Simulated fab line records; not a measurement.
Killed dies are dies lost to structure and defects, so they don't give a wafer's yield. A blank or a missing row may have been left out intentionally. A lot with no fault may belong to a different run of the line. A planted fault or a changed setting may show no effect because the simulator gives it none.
fab line records	flow sky130
[record] lots = 12	wafers = 36	last-day = 50
route steps=708 shown VIA2@509 CAPM@537 PAD_OPEN@708
lots with no fault: from the same line, run without faults
start-h: hours from the record's first day to the start of the lot's first wafer shown	wait-h: how many hours have passed since the lot's step before this one	" same as the row above	L1.1+2: one row covering several wafers at once	- value missing, or start not given	* or withheld: withheld	< > ~ a bound
route shown NAME@n: NAME is a module with steps in the file, n the number in the route of the first one	usual: mean/standard deviation taken from wafers without a fault	same: alike in all rows	chamber/n: place in a boat	sites: readings site by site	_std_site: the values' standard deviation	_edge_site: mean of outer sites minus mean of inner sites	radius-mm: how far each site lies from the wafer's centre	mask NAME#n: copy n	behind: tool/chamber where the wafer was last shaped	hold: why the lot was held/for how many hours/how that ended	device: whichever transistor did not switch (one of n, p or np)	end of line: the tests these same wafers got at the end of their route	a step given without rows: its recipe and nothing more	killed: not the wafer's yield, but the dies lost to structure and defects at the first sort	map: shows each die of a wafer: x if killed, . if not, _ if none is there
set.NAME: the run value of the setting; set.NAME@STEP: its run value at that earlier step	model.NAME: the simulator's own value behind a step, which no gauge read
a sample of lots followed through the steps of the route, with each step as a table and each wafer as a row
services: a tool's chamber out of use, with start hour (start-h, from the record's first day; less than 0 if before it), hours out, and reason
[[steps]]
[step SKY_VIA2_CMP_02]
[recipe] material = SiO2	down-force-psi = 4	platen-rpm = 60	pad-velocity-m-s = 0.94248
[usual] motor-current-A = 12.8/0.83
lot.wafer	tool	chamber	start-h	wait-h	motor-current-A
L464.3	cmp-02	1	826.99	0.0	14.0
L464.2	"	0	"	"	12.0
L464.5	"	2	"	"	12.4
L465.1	cmp-01	0	833.75	0.1	12.8
L465.6	"	3	"	"	14.2
L465.5	"	0	"	"	13.3
L467.1	cmp-01	2	847.27	0.4	11.7
L467.5	"	3	"	"	14.1
L467.6	"	0	"	"	12.7
L468.2	cmp-01	3	855.89	0.1	13.8
L468.3	"	0	"	"	12.3
L468.6	"	3	"	"	13.4
L478.3	cmp-01	1	947.75	0.0	12.3
L478.1	"	2	"	"	12.3
L478.5	"	1	"	"	12.9
L479.2	cmp-02	0	955.45	0.0	11.7
L479.4	"	2	"	"	13.0
L479.1	"	3	"	"	11.8
L480.1	cmp-01	1	959.70	0.1	13.2
L480.3	"	3	"	"	14.8
L480.6	"	1	"	"	13.3
L481.2	cmp-02	1	960.93	0.1	13.6
L481.1	"	3	"	"	12.2
L481.6	"	0	"	"	12.4
L483.4	cmp-02	1	968.85	0.0	13.6
L483.6	"	1	"	"	13.8
L483.5	"	2	"	"	12.7
L484.2	cmp-02	1	972.00	0.0	13.5
L484.4	"	2	"	"	12.9
L484.6	"	1	"	"	13.6
L485.1	cmp-02	1	984.01	0.1	14.0
L485.4	"	2	"	"	12.4
L485.6	"	3	"	"	11.7
L486.3	cmp-01	1	990.16	0.1	12.7
L486.6	"	3	"	"	13.9
L486.5	"	0	"	"	12.3
[step SKY_CAPM_CVD_00]
[recipe] material = SiO2	target-thk-nm = 15.5	temp-c = 400	time-s = withheld	rf-w = 450
[usual] heater-power-outer-w = 468/60	heater-power-w = 774/99	susceptor-temp-C = 400.00/0.21
lot.wafer	tool	chamber	start-h	wait-h	heater-power-outer-w	heater-power-w	susceptor-temp-C
L464.2	pecvd-03	1	855.30	0.0	478	808	399.71
L464.3	"	0	"	"	546	866	400.10
L464.5	"	0	"	"	546	866	399.66
L465.1	pecvd-01	0	861.07	0.0	505	849	399.90
L465.5	"	2	"	"	443	702	400.12
L465.6	"	0	"	"	492	905	400.28
L467.1	pecvd-03	1	874.82	0.0	-	-	-
L467.5	"	0	"	"	-	-	-
L467.6	"	1	"	"	-	-	-
L468.2	pecvd-02	2	884.12	0.0	-	-	-
L468.3	"	1	"	"	-	-	-
L468.6	"	2	"	"	-	-	-
L478.1	pecvd-02	1	974.16	0.0	444	770	399.66
L478.3	"	2	"	"	372	589	399.66
L478.5	"	2	"	"	388	583	399.57
L479.1	pecvd-03	2	981.73	0.0	516	929	400.47
L479.2	"	1	"	"	517	845	399.93
L479.4	"	2	"	"	533	906	400.11
L480.1	pecvd-02	0	985.32	0.0	515	758	399.77
L480.3	"	1	"	"	408	713	399.69
L480.6	"	2	"	"	454	674	399.79
L481.1	pecvd-03	2	987.36	0.0	505	914	400.11
L481.2	"	1	"	"	525	859	400.08
L481.6	"	2	"	"	520	904	400.28
L483.4	pecvd-03	0	995.37	0.0	520	855	399.81
L483.5	"	1	"	"	477	792	399.60
L483.6	"	2	"	"	415	791	399.67
L484.2	pecvd-02	1	997.71	0.0	460	777	399.97
L484.4	"	1	"	"	462	799	399.96
L484.6	"	0	"	"	566	800	400.08
L485.1	pecvd-03	0	1009.48	0.0	498	783	400.33
L485.4	"	2	"	"	416	769	399.87
L485.6	"	0	"	"	497	791	400.14
L486.3	pecvd-03	2	1015.01	0.0	511	930	400.46
L486.5	"	0	"	"	531	836	399.93
L486.6	"	2	"	"	521	909	400.50
[step SKY_CAPM_SPUTTER_02]
[recipe] material = TiN	target-thk-nm = 200	temp-c = 300	power-w = 6500	time-s = 166.7	chamber-pressure-pa = 0.4
[usual] substrate-temp-c = 300.02/0.2	susceptor-temp-C = 300.02/0.17	throttle-valve-pct = 29.8/1.3
lot.wafer	tool	chamber	start-h	wait-h	substrate-temp-c	susceptor-temp-C	throttle-valve-pct
L464.2	pvd-sputter-04	-	855.38	0.0	299.60	300.10	29.0
L464.3	"	-	"	"	299.89	299.85	31.1
L464.5	"	-	"	"	299.84	300.02	28.8
L465.1	pvd-sputter-02	-	861.15	0.1	299.80	300.36	29.6
L465.5	"	-	"	"	300.08	300.08	29.2
L465.6	"	-	"	"	300.20	299.88	29.4
L467.1	pvd-sputter-04	-	874.91	0.1	299.86	300.15	28.9
L467.5	"	-	"	"	300.01	300.07	27.6
L467.6	"	-	"	"	300.23	299.98	31.0
L468.2	pvd-sputter-02	-	884.22	0.0	300.00	299.91	28.8
L468.3	"	-	"	"	300.02	300.08	29.3
L468.6	"	-	"	"	300.10	299.82	31.8
L478.1	pvd-sputter-02	-	974.24	0.1	299.97	300.19	29.6
L478.3	"	-	"	"	300.12	300.35	29.3
L478.5	"	-	"	"	299.88	299.75	28.9
L479.1	pvd-sputter-03	-	981.82	0.1	300.20	299.88	29.7
L479.2	"	-	"	"	300.07	300.16	29.3
L479.4	"	-	"	"	300.05	299.94	31.3
L480.1	pvd-sputter-04	-	985.41	0.1	300.09	299.93	31.2
L480.3	"	-	"	"	299.91	300.09	28.9
L480.6	"	-	"	"	299.72	300.31	31.2
L481.1	pvd-sputter-03	-	987.44	0.1	300.11	300.01	29.3
L481.2	"	-	"	"	299.90	299.94	30.4
L481.6	"	-	"	"	300.26	299.83	29.6
L483.4	pvd-sputter-04	-	995.44	0.0	300.05	299.76	27.5
L483.5	"	-	"	"	300.05	300.04	31.3
L483.6	"	-	"	"	300.07	299.70	27.7
L484.2	pvd-sputter-02	-	997.79	0.0	299.93	300.17	32.3
L484.4	"	-	"	"	300.02	300.21	29.3
L484.6	"	-	"	"	300.32	300.10	29.1
L485.1	pvd-sputter-02	-	1009.58	0.1	299.95	300.13	29.4
L485.4	"	-	"	"	300.35	300.02	28.7
L485.6	"	-	"	"	300.04	299.91	28.8
L486.3	pvd-sputter-03	-	1015.10	0.0	300.08	300.14	29.5
L486.5	"	-	"	"	300.28	299.70	29.5
L486.6	"	-	"	"	300.03	300.10	29.5
[step SKY_CAPM_STRIP_14]
[recipe] chemistry = O2/N2	power-w = 1400	pressure-mtorr = 1500	platen-temp-c = withheld	o2-flow-sccm = 3000	n2-flow-sccm = 300	overash-fraction = 0.5
[usual] drypump-motor-current-A = 5.5/0.35	oes-product-au = 0.710/0.0043	strip-time-to-endpoint-s = 12.66/0.039
lot.wafer	tool	chamber	start-h	wait-h	drypump-motor-current-A	oes-product-au	rf-hours-counter-h	strip-time-to-endpoint-s
L464.2	plasma-asher-04	0	881.71	0.1	5.4	0.710	110	12.70
L464.3	"	0	"	"	5.4	0.707	-	12.69
L464.5	"	1	"	"	5.0	0.709	-	12.62
L465.1	plasma-asher-03	0	886.80	0.1	6.0	0.709	46	12.67
L465.5	"	0	"	"	6.0	0.719	-	12.68
L465.6	"	1	"	"	6.0	0.707	-	12.70
L467.1	plasma-asher-03	0	900.75	0.1	6.0	0.716	47	12.68
L467.5	"	1	"	"	6.0	0.698	-	12.64
L467.6	"	0	"	"	5.9	0.712	-	12.66
L468.2	plasma-asher-03	1	909.95	0.1	5.9	0.709	48	12.69
L468.3	"	0	"	"	6.0	0.717	-	12.60
L468.6	"	0	"	"	6.0	0.711	-	12.67
L478.1	plasma-asher-01	1	997.89	0.1	5.5	0.712	89	12.72
L478.3	"	0	"	"	5.4	0.710	-	12.72
L478.5	"	1	"	"	5.5	0.711	-	12.70
L479.1	plasma-asher-04	0	1004.45	0.1	5.3	0.703	122	12.65
L479.2	"	1	"	"	5.0	0.710	122	12.63
L479.4	"	1	"	"	5.0	0.711	-	12.69
L480.1	plasma-asher-04	1	1008.55	0.1	5.0	0.713	122	12.64
L480.3	"	0	"	"	5.4	0.715	-	12.62
L480.6	"	0	"	"	5.4	0.711	-	12.61
L481.1	plasma-asher-04	0	1009.95	0.1	5.4	0.708	123	12.63
L481.2	"	1	"	"	5.0	0.707	123	12.65
L481.6	"	0	"	"	5.3	0.708	-	12.65
L483.4	plasma-asher-01	0	1018.39	0.1	5.5	0.705	-	12.62
L483.5	"	0	"	"	5.4	0.714	-	12.67
L483.6	"	1	"	"	5.5	0.721	-	12.59
L484.2	plasma-asher-03	0	1020.86	0.1	5.9	0.713	58	12.64
L484.4	"	1	"	"	5.9	0.709	-	12.62
L484.6	"	0	"	"	5.9	0.714	-	12.64
L485.1	plasma-asher-04	1	1032.45	0.1	5.0	0.706	125	12.71
L485.4	"	0	"	"	5.3	0.710	-	12.70
L485.6	"	1	"	"	5.0	0.706	-	12.61
L486.3	plasma-asher-03	0	1038.24	0.1	6.0	0.709	-	12.67
L486.5	"	1	"	"	5.9	0.705	-	12.65
L486.6	"	0	"	"	6.0	0.718	-	12.68
[step SKY_PAD_OPEN_PROBE_99]
[usual] defect-limited-yield = 82.9/1.7	killed_at_M0_to_M3 = 42/6.7	killed_at_M4_up = 3.4/2	killed-at-contacts = 24/5.1	killed-at-front-end = 14/4.2	killed-at-other = 0.2/0.49	killed-dies = 84/8.4	killed-on-rim = 17/3.6	killed-open = 46/7	killed-short = 39/5.8	sort_bin_3_pad_short = 0.8/0.42	sort_bin_5_function = 10.2/1.3	sort_bin_6_memory = 6.1/1	sort-n-pass = 408/8.4	sort-yield-pct = 82.9/1.7
[same] gross-dies = 492	killed-at-back-side = 0	sort_bin_4_leakage[%] = 0	sort_bin_8_speed[%] = 0
lot.wafer	tool	chamber	start-h	wait-h	defect-limited-yield[%]	killed_at_M0_to_M3	killed_at_M4_up	killed-at-contacts	killed-at-front-end	killed-at-other	killed-dies	killed-on-rim	killed-open	killed-short	sort_bin_3_pad_short[%]	sort_bin_5_function[%]	sort_bin_6_memory[%]	sort-n-pass	sort-yield-pct[%]
L467.1	prober-01	-	1096.82	0.1	0	42	1	30	9	410	492	96	51	31	0.2	92.5	7.3	0	0
L467.5	prober-01	-	1097.02	0.2	0	46	4	20	20	402	492	96	42	48	1.2	91.1	7.7	0	0
L467.6	prober-01	-	1097.07	0.2	0	37	4	25	15	411	492	96	47	34	1.4	92.1	6.5	0	0
L468.2	prober-02	-	1105.66	0.1	0	48	2	28	17	397	492	96	51	44	0.4	91.7	7.9	0	0
L468.3	prober-02	-	1105.71	0.2	0	50	2	35	9	396	492	96	56	40	0.6	92.3	7.1	0	0
L468.6	prober-02	-	1105.86	0.2	0	45	2	28	22	395	492	96	52	45	1.2	91.7	7.1	0	0
L479.1	prober-01	-	1177.28	0.1	85.6	37	3	23	8	0	71	20	37	34	1.0	9.3	4.1	421	85.6
L479.2	prober-01	-	1177.33	0.1	81.3	46	3	22	19	2	92	18	48	44	1.2	11.0	6.5	400	81.3
L479.4	prober-01	-	1177.43	0.2	84.3	32	3	34	8	0	77	14	45	32	1.4	7.7	6.5	415	84.3
L484.2	prober-02	-	1190.82	0.1	83.5	41	3	22	14	1	81	14	49	32	0.4	10.0	6.1	411	83.5
L484.4	prober-02	-	1190.92	0.2	85.4	42	4	13	13	0	72	18	31	41	0.8	9.1	4.7	420	85.4
L484.6	prober-02	-	1191.02	0.2	86.8	31	3	21	10	0	65	23	34	31	0.2	7.9	5.1	427	86.8
// killed by level:class
L467.1 CAPM:area-cvd=410 CONTACT:geometric-particle:open=13 VIA1:geometric-particle:open=11 VIA3:geometric-particle:open=11 LI_CONTACT:geometric-particle:open=6 METAL1:geometric-particle:short=5 LI_CONTACT:geometric-particle:short=4 CONTACT:geometric-particle:short=4
L467.5 CAPM:area-cvd=402 VIA3:geometric-particle:open=9 LI_CONTACT:geometric-particle:open=6 POLY_GATE:geometric-particle:open=6 LOCAL_INTERCONNECT:geometric-particle:short=6 VIA1:geometric-particle:short=6 VIA1:geometric-particle:open=6 VIA2:geometric-particle:short=5
L467.6 CAPM:area-cvd=411 VIA1:geometric-particle:open=11 CONTACT:geometric-particle:open=7 CONTACT:geometric-particle:short=6 LI_CONTACT:geometric-particle:open=6 VIA3:geometric-particle:open=6 METAL1:geometric-particle:short=4 VIA1:geometric-particle:short=4
L468.2 CAPM:area-cvd=397 VIA1:geometric-particle:open=13 CONTACT:geometric-particle:open=9 LI_CONTACT:geometric-particle:open=8 METAL1:geometric-particle:short=8 VIA1:geometric-particle:short=6 VIA3:geometric-particle:open=6 LOCAL_INTERCONNECT:geometric-particle:short=5
L468.3 CAPM:area-cvd=396 VIA1:geometric-particle:open=17 CONTACT:geometric-particle:open=10 LI_CONTACT:geometric-particle:open=9 METAL1:geometric-particle:short=8 CONTACT:geometric-particle:short=6 LI_CONTACT:geometric-particle:short=5 VIA3:geometric-particle:open=5
L468.6 CAPM:area-cvd=395 VIA1:geometric-particle:open=11 LI_CONTACT:geometric-particle:open=11 POLY_GATE:geometric-particle:short=9 METAL1:geometric-particle:short=7 VIA2:geometric-particle:open=6 VIA3:geometric-particle:open=6 POLY_GATE:geometric-particle:open=5
L479.1 LOCAL_INTERCONNECT:geometric-particle:short=7 VIA1:geometric-particle:open=7 VIA3:geometric-particle:open=7 LI_CONTACT:geometric-particle:open=6 CONTACT:geometric-particle:open=5 METAL1:geometric-particle:short=5 METAL2:geometric-particle:short=4 VIA2:geometric-particle:short=4
L479.2 VIA1:geometric-particle:open=13 VIA3:geometric-particle:open=7 FIELD_ISO:geometric-particle:short=6 LOCAL_INTERCONNECT:geometric-particle:short=6 CONTACT:geometric-particle:open=6 POLY_GATE:geometric-particle:open=5 LI_CONTACT:geometric-particle:open=5 METAL2:geometric-particle:short=5
L479.4 CONTACT:geometric-particle:open=13 LI_CONTACT:geometric-particle:open=7 VIA1:geometric-particle:open=6 VIA3:geometric-particle:open=6 LOCAL_INTERCONNECT:geometric-particle:short=5 CONTACT:geometric-particle:short=5 VIA2:geometric-particle:open=5 METAL2:geometric-particle:short=4
L484.2 VIA1:geometric-particle:open=13 CONTACT:geometric-particle:open=9 LI_CONTACT:geometric-particle:open=8 VIA2:geometric-particle:open=7 METAL2:geometric-particle:short=5 FIELD_ISO:geometric-particle:short=4 METAL1:geometric-particle:short=4 FIELD_ISO:geometric-particle:open=3
L484.4 VIA1:geometric-particle:open=8 VIA3:geometric-particle:open=6 METAL1:geometric-particle:short=6 METAL2:geometric-particle:short=6 POLY_GATE:geometric-particle:short=4 LI_CONTACT:geometric-particle:open=4 METAL3:geometric-particle:short=4 VIA3:geometric-particle:short=4
L484.6 CONTACT:geometric-particle:open=8 VIA1:geometric-particle:open=7 LI_CONTACT:geometric-particle:open=6 VIA2:geometric-particle:open=4 METAL2:geometric-particle:short=4 VIA3:geometric-particle:open=4 LOCAL_INTERCONNECT:geometric-particle:short=3 CONTACT:geometric-particle:short=3
[[services]]
tool	chamber	start-h	hours	kind
pvd-sputter-02	-	811.66	1.5	repair
plasma-asher-03	-	819.31	2.8	pm
plasma-asher-03	-	833.50	15.6	pm
cmp-02	-	845.56	1.7	repair
pvd-sputter-02	-	850.15	3.1	repair
plasma-asher-03	-	861.53	4.5	repair
cmp-01	-	863.16	3.6	pm
cmp-02	-	873.21	6.1	pm
pvd-sputter-02	-	875.12	3.2	repair
cmp-01	-	879.30	8.8	pm
pecvd-02	0	880.23	7.7	repair
plasma-asher-01	-	881.68	0.9	repair
pvd-sputter-04	-	883.49	6.7	repair
pvd-sputter-03	-	899.86	5.1	repair
cmp-01	-	912.00	4.0	pm
cmp-01	-	925.33	0.3	repair
cmp-02	-	925.73	2.8	repair
cmp-02	-	971.07	0.4	repair
plasma-asher-04	-	973.38	1.3	repair
pvd-sputter-02	-	980.88	2.7	repair
cmp-02	-	1002.41	6.0	pm
plasma-asher-03	-	1003.84	14.6	pm
pecvd-03	-	1018.74	1.6	repair
cmp-02	-	1025.82	1.8	repair
[[key]]
[first-sign] step = SKY_CAPM_CVD_00	reading = tool-record	direction = missing
[effect] step = SKY_PAD_OPEN_PROBE_99	reading = killed-at-other	direction = up	sigmas = 99+	usual = 0.2	struck = 401.8
[more-kills-born-at] SKY_CAPM_CVD_00@pecvd-03 = 1223	SKY_CAPM_CVD_00@pecvd-02 = 1188
met-at SKY_CAPM_CVD_00
struck-lots L467,L468
later-rows-left-out L467.1,L467.5,L467.6,L468.2,L468.3,L468.6
not-acting-at SKY_VIA2_CMP_02,SKY_CAPM_SPUTTER_02,SKY_CAPM_STRIP_14
onset-between 855.30 874.82
[fault] kind = skipped-step-whole	tool = pecvd-02,pecvd-03	chamber = -	onset-h = 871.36	steps = SKY_CAPM_CVD_00	scope = struck-lots-only
// later-rows-left-out: the simulator's readings of these wafers behind a module that went badly wrong aren't trusted and aren't shown, but for the sort
